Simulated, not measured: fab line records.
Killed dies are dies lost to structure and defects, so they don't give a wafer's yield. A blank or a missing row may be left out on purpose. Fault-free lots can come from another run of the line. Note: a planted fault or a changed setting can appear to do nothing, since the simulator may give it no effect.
Chamber matching | flow gf180mcu | GF_V4_CVD_00 on hdpcvd-02: 3 sister chambers
The step deposits SiO2, target thk 600 nm, time 100 s. 3 wafers are shown with their chamber, then 7 later ones without.

## WAFERS PAIRED WITH THEIR CHAMBERS
wafer  | chamber | sih4 flow sccm (sccm)
L658.6 | 0       | 60.15
L659.1 | 1       | 59.84
L659.4 | 2       | 59.63

## WAFERS WHOSE CHAMBER IS MISSING
wafer  | sih4 flow sccm (sccm)
L659.5 | 60.18
L661.4 | 60.06
L661.5 | 60.21
L661.6 | 59.98
L662.1 | 59.84
L662.5 | 60.10
L662.6 | 59.96

## WHICH CHAMBER EACH WENT THROUGH
wafer  | from the rows above     | in truth
L659.5 | 0                       | 0
L661.4 | can't be placed: 0 or 1 | 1
L661.5 | 0                       | 0
L661.6 | can't be placed: 1 or 0 | 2
L662.1 | 1                       | 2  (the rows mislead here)
L662.5 | 0                       | 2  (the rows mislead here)
L662.6 | can't be placed: 1 or 0 | 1
Correctly placed: 2 of 7. Unplaceable from these rows: 3, with the true chamber sitting among the candidates in 2. Number placed wrongly: 2.
How it was worked out, from the rows above alone: a wafer's distance from a chamber is the root of the sum, over the readings, of the square of ((its reading less the chamber's mean) divided by the reading's scatter). The wafer belongs to the nearest chamber; if the next one is less than 2 further off, it can't be placed. Each chamber's mean is taken over the wafers shown for it. The scatter: with one shown wafer a chamber, the root of the mean of the squares of how far each hidden wafer lies from its nearest shown one.
